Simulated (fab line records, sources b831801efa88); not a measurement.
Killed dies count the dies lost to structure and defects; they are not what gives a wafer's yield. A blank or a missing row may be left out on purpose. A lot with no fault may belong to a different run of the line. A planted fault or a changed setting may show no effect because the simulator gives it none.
Which tool did it?    flow gf180mcu    Sampling: 13 lots, 39 wafers, 4 of 602 route steps

## WHAT EACH GAUGE READ, for each wafer
GF_V5_OVL_MEAS_15. Usual: V5_OVL -2 nm, standard deviation 5.3.
lot   measured      on          V5_OVL (nm)  flag
L594  day 27 01:18  overlay-01  -4 -3 3      
L595  day 27 20:04  overlay-01  -4 -2 -7     
L596  day 27 23:08  overlay-02  -8 -5 1      
L599  day 28 23:46  overlay-02  -2 -8 -3     
L600  day 29 14:58  overlay-02  -2 4 0       
L601  day 29 19:54  overlay-02  -4 -10 -1    
L602  day 30 14:15  overlay-02  -5 5 -6      
L603  day 30 20:34  overlay-01  -10 -6 -8    
L606  day 31 18:31  overlay-02  10 9 6       
L605  day 31 18:41  overlay-02  -2 -2 -1     
L609  day 32 03:03  overlay-01  -1 5 -3      
L615  day 32 22:11  overlay-01  -1 2 1       
L616  day 34 02:44  overlay-01  -2 -3 -6     

GF_PASSIVATION_THK_MEAS_01. Usual: PASSIVATION_CVD_00_THK 1001 nm, standard deviation 13.
lot   measured      on            PASSIVATION_CVD_00_THK (nm)  flag
L594  day 27 23:31  filmMetro-01  997 1026 1011                
L595  day 28 18:17  filmMetro-01  1002 984 1019                
L596  day 28 21:17  filmMetro-02  1001 1010 1011               
L599  day 29 21:04  filmMetro-03  999 1034 1006                
L600  day 30 12:26  filmMetro-01  990 1001 1013                
L601  day 30 16:05  filmMetro-02  1003 1020 1010               
L602  day 31 20:47  filmMetro-01  994 995 996                  
L603  day 31 22:49  filmMetro-01  999 1002 1006                
L606  day 32 04:25  filmMetro-01  991 1009 990                 
L605  day 32 05:40  filmMetro-03  1006 994 1023                
L609  day 33 01:14  filmMetro-03  977 989 1003                 
L615  day 33 16:53  filmMetro-01  997 987 1020                 
L616  day 34 20:04  filmMetro-02  1001 1010 1002               

## WHAT TOOL EACH LOT RAN ON (gives the tool, then ch and the chambers of the sampled wafers, and finally the start)
lot   GF_V5_CVD_02                     GF_V5_SPUTTER_21
L594  pecvd-01 ch 0,1,2, day 26 04:55  pvdSputter-01, day 27 02:01
L595  pecvd-01 ch 0,2, day 26 23:32    pvdSputter-01, day 27 21:11
L596  pecvd-03 ch 0,1,2, day 27 02:37  pvdSputter-02, day 28 00:20
L599  pecvd-04 ch 0,1,2, day 28 03:40  pvdSputter-04, day 29 00:29
L600  pecvd-01 ch 0,1,2, day 28 18:31  pvdSputter-02, day 29 15:44
L601  pecvd-03 ch 1,2, day 29 00:13    pvdSputter-01, day 29 20:37
L602  pecvd-01 ch 0,2, day 29 18:56    pvdSputter-02, day 30 15:00
L603  pecvd-01 ch 0,1, day 30 01:43    pvdSputter-01, day 30 21:17
L606  pecvd-01 ch 0,1, day 30 12:34    pvdSputter-02, day 31 19:38
L605  pecvd-01 ch 0,1,2, day 30 13:26  pvdSputter-01, day 31 20:13
L609  pecvd-01 ch 0,1,2, day 31 20:12  pvdSputter-04, day 32 03:46
L615  pecvd-01 ch 0,1, day 32 00:11    pvdSputter-01, day 32 22:55
L616  pecvd-01 ch 0,1, day 33 10:17    pvdSputter-02, day 34 03:28
- GF_V5_CVD_02: deposits SiO2 from TEOS, target thk 1450 nm, time 163.28 s.
- GF_V5_SPUTTER_21: material Ti, target thk 15 nm, time 80.02 s.

## WHAT THE TOOLS THEMSELVES READ (means of the sampled wafers that have a number; where no wafer has one, the mark that the record gives instead)
GF_V5_CVD_02. Usual: heaterPowerW at 684 W, with a standard deviation of 150.
lot   tool      heaterPowerW (W)  flag
L594  pecvd-01  801               
L595  pecvd-01  843               
L596  pecvd-03  611               
L599  pecvd-04  582               
L600  pecvd-01  820               
L601  pecvd-03  652               
L602  pecvd-01  738               
L603  pecvd-01  811               
L606  pecvd-01  776               
L605  pecvd-01  765               
L609  pecvd-01  825               
L615  pecvd-01  833               
L616  pecvd-01  789               

GF_V5_SPUTTER_21. Usual: cathodeDcPowerW 2499.9 W, standard deviation 0.47; throttleValvePct 30.5 %, standard deviation 1.3.
lot   tool           cathodeDcPowerW (W)  throttleValvePct (%)  flag
L594  pvdSputter-01  2500.0               30.5                  
L595  pvdSputter-01  2500.3               30.8                  
L596  pvdSputter-02  2499.8               28.9                  
L599  pvdSputter-04  2500.0               31.3                  
L600  pvdSputter-02  2499.9               30.9                  
L601  pvdSputter-01  2499.8               30.7                  
L602  pvdSputter-02  2500.0               31.1                  
L603  pvdSputter-01  2500.0               31.2                  
L606  pvdSputter-02  2499.8               28.7                  
L605  pvdSputter-01  2499.4               30.8                  
L609  pvdSputter-04  2499.4               30.5                  
L615  pvdSputter-01  2499.6               30.3                  
L616  pvdSputter-02  2499.5               29.6                  

## THE ANSWER, worked out from the rows above alone
Rule: a lot counts as off when the mean over its wafers that have a number is more than 3 standard deviations away from the usual mean. A lot without any number at a reading at which 4 lots or more have one is off too. All remaining lots with rows at the step are treated as sound. First the gauges in route order, then the tools' own readings, where a lot's mean is used as printed above. At the first step where some lot is off, the reading lying furthest off is the one used; lots without a number count as furthest.
None of the lots is off at any reading shown; this tells nothing.

## WHAT THE SIMULATOR PUT IN
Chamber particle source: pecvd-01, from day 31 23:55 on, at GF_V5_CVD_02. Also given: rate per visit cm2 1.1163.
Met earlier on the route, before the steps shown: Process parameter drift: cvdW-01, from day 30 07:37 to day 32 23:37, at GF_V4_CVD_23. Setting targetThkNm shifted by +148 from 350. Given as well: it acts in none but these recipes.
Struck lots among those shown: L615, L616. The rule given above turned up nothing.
